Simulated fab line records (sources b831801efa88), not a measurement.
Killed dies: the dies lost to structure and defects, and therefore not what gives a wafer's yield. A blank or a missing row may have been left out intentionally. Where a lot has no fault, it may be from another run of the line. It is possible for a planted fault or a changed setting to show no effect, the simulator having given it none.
Split-lot study :: flow sfq_line :: 5 lots, 23 wafers read, on a route of 325 steps

## THE SPLIT
At SFQ_TRILAYER_M3_LITHO_EXPOSE_076 (exposes mask M3, target cd 500 nm), the setting dose_mj was moved away from the recipe's 14.4 on 8 of the 23 wafers read, by -6.0% to +3.1%. For the rest of the wafers, this setting stayed at what the recipe calls for.

## FROM THE SPLIT TO THE READING: what the file shows between them, 3 steps
- SFQ_TRILAYER_M3_LITHO_PEB_078: peb time 60 s
- SFQ_TRILAYER_M3_LITHO_DEVELOP_077: time 60 s
- SFQ_TRILAYER_M3_BARC_OPEN_METAL_ETCH_100: etches BARC in O2, target depth 125 nm, time 41.7 s

## THE READING
M3.cd_nm (the simulator's own value, which no gauge read), in nm, at SFQ_TRILAYER_M3_ETCH_METAL_ETCH_078 (etches Nb in Cl2/Ar, stops on SiO2, target depth 240 nm, time 120 s). No usual value for it is given in the file. Here, 15 wafers ran the recipe; their average is 502.3 nm with a standard deviation of 1.3 nm.

wafer: L074.2
tool, chamber at the split: krf_scanner-02, 0
dose_mj as run: 14.4
against the recipe: recipe
M3.cd_nm, nm: 502.5
against lot-mates on the recipe: -

wafer: L074.3
tool, chamber at the split: krf_scanner-02, 0
dose_mj as run: 14.4
against the recipe: recipe
M3.cd_nm, nm: 503.2
against lot-mates on the recipe: -

wafer: L074.4
tool, chamber at the split: krf_scanner-02, 0
dose_mj as run: 14.4
against the recipe: recipe
M3.cd_nm, nm: 500.8
against lot-mates on the recipe: -

wafer: L074.5
tool, chamber at the split: krf_scanner-02, 0
dose_mj as run: 14.4
against the recipe: recipe
M3.cd_nm, nm: 502.5
against lot-mates on the recipe: -

wafer: L074.6
tool, chamber at the split: krf_scanner-02, 0
dose_mj as run: 14.4
against the recipe: recipe
M3.cd_nm, nm: 501
against lot-mates on the recipe: -

wafer: L076.1
tool, chamber at the split: krf_scanner-01, 0
dose_mj as run: 13.94
against the recipe: -3.2%
M3.cd_nm, nm: 509.6
against lot-mates on the recipe: +6.6

wafer: L076.2
tool, chamber at the split: krf_scanner-01, 0
dose_mj as run: 13.94
against the recipe: -3.2%
M3.cd_nm, nm: 506.9
against lot-mates on the recipe: +3.9

wafer: L076.3
tool, chamber at the split: krf_scanner-01, 0
dose_mj as run: 14.4
against the recipe: recipe
M3.cd_nm, nm: 501.9
against lot-mates on the recipe: -

wafer: L076.5
tool, chamber at the split: krf_scanner-01, 0
dose_mj as run: 13.94
against the recipe: -3.2%
M3.cd_nm, nm: 507.9
against lot-mates on the recipe: +4.9

wafer: L076.6
tool, chamber at the split: krf_scanner-01, 0
dose_mj as run: 14.4
against the recipe: recipe
M3.cd_nm, nm: 504.1
against lot-mates on the recipe: -

wafer: L077.4
tool, chamber at the split: krf_scanner-01, 0
dose_mj as run: 14.4
against the recipe: recipe
M3.cd_nm, nm: 501
against lot-mates on the recipe: -

wafer: L077.5
tool, chamber at the split: krf_scanner-01, 0
dose_mj as run: 14.4
against the recipe: recipe
M3.cd_nm, nm: 503.2
against lot-mates on the recipe: -

wafer: L077.6
tool, chamber at the split: krf_scanner-01, 0
dose_mj as run: 14.4
against the recipe: recipe
M3.cd_nm, nm: 502.2
against lot-mates on the recipe: -

wafer: L078.1
tool, chamber at the split: krf_scanner-01, 0
dose_mj as run: 13.54
against the recipe: -6.0%
M3.cd_nm, nm: 511.4
against lot-mates on the recipe: +7.9

wafer: L078.2
tool, chamber at the split: krf_scanner-01, 0
dose_mj as run: 14.4
against the recipe: recipe
M3.cd_nm, nm: 503.9
against lot-mates on the recipe: -

wafer: L078.3
tool, chamber at the split: krf_scanner-01, 0
dose_mj as run: 13.54
against the recipe: -6.0%
M3.cd_nm, nm: 510.6
against lot-mates on the recipe: +7.1

wafer: L078.5
tool, chamber at the split: krf_scanner-01, 0
dose_mj as run: 14.4
against the recipe: recipe
M3.cd_nm, nm: 504.2
against lot-mates on the recipe: -

wafer: L078.6
tool, chamber at the split: krf_scanner-01, 0
dose_mj as run: 14.4
against the recipe: recipe
M3.cd_nm, nm: 502.4
against lot-mates on the recipe: -

wafer: L079.1
tool, chamber at the split: krf_scanner-01, 0
dose_mj as run: 14.4
against the recipe: recipe
M3.cd_nm, nm: 501.1
against lot-mates on the recipe: -

wafer: L079.2
tool, chamber at the split: krf_scanner-01, 0
dose_mj as run: 14.85
against the recipe: +3.1%
M3.cd_nm, nm: 495.1
against lot-mates on the recipe: -5.4

wafer: L079.3
tool, chamber at the split: krf_scanner-01, 0
dose_mj as run: 14.85
against the recipe: +3.1%
M3.cd_nm, nm: 494.1
against lot-mates on the recipe: -6.4

wafer: L079.4
tool, chamber at the split: krf_scanner-01, 0
dose_mj as run: 14.4
against the recipe: recipe
M3.cd_nm, nm: 499.9
against lot-mates on the recipe: -

wafer: L079.5
tool, chamber at the split: krf_scanner-01, 0
dose_mj as run: 14.85
against the recipe: +3.1%
M3.cd_nm, nm: 496.1
against lot-mates on the recipe: -4.4

THE FIT
A straight line over all 23 wafers: M3.cd_nm changes by -1.77 nm for each +1% of dose_mj; r = -0.95; the points scatter about the line by 1.4 nm.
The same after taking each lot's own level away (the mean of its wafers on the recipe; 23 wafers): -1.46 nm for each +1%; r = -0.96; scatter 1 nm.
Per that fit: largest dose_mj move, reading shift of 8.7 nm.
From 500.50 to 503.50 nm: that is the span of the lots' own levels, equal to 2.4 times the standard deviation above.
Thus the slope moves with the lot-to-lot level: the two fits are different.
Check: +8.8 nm against its lot-mates is what the line predicts for one of the wafers moved furthest among these (-6.0%) when that wafer is left out of the fit. It came out at +7.9 nm against them.

## ADDITIONAL SPLITS CARRIED BY THESE WAFERS
Other splits were also applied to these wafers ahead of the reading. Each is held against what the fit with the lots' levels taken away leaves over:
other split on the same wafers: SFQ_TRILAYER_I1_VIA_LITHO_COAT_049 spin_rpm
wafers away from the commonest value: 9
r with M3.cd_nm (lot level and that fit taken away): +0.25

other split on the same wafers: SFQ_TRILAYER_I1_VIA_ETCH_VIA_ETCH_052 source_w
wafers away from the commonest value: 7
r with M3.cd_nm (lot level and that fit taken away): +0.09

other split on the same wafers: SFQ_TRILAYER_M2_LITHO_EXPOSE_058 dose_mj
wafers away from the commonest value: 9
r with M3.cd_nm (lot level and that fit taken away): -0.31

other split on the same wafers: SFQ_TRILAYER_M2_ETCH_METAL_ETCH_060 icp_w
wafers away from the commonest value: 7
r with M3.cd_nm (lot level and that fit taken away): -0.10

other split on the same wafers: SFQ_TRILAYER_I2_VIA_LITHO_COAT_067 resist_thk_nm
wafers away from the commonest value: 5
r with M3.cd_nm (lot level and that fit taken away): +0.15

other split on the same wafers: SFQ_TRILAYER_M3_DEP_SPUTTER_073 power_w
wafers away from the commonest value: 7
r with M3.cd_nm (lot level and that fit taken away): -0.01

## THE WHOLE CHAIN: every reading that the file lists as answering this split, in the file's order
step: SFQ_TRILAYER_M3_BARC_OPEN_METAL_ETCH_100
what it does: etches BARC in O2, target depth 125 nm, time 41.7 s
reading: M3.cd_nm (the simulator's own value, which no gauge read)
change (the file's fit): -1.57 nm for each +1% of the setting
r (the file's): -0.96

step: SFQ_TRILAYER_M3_ETCH_METAL_ETCH_078
what it does: etches Nb in Cl2/Ar, stops on SiO2, target depth 240 nm, time 120 s
reading: M3.cd_nm (the simulator's own value, which no gauge read)
change (the file's fit): -1.4 nm for each +1% of the setting
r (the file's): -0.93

## THE FILE'S OWN FIT
M3.cd_nm changes by -1.4 nm for each +1% of dose_mj, r = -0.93.
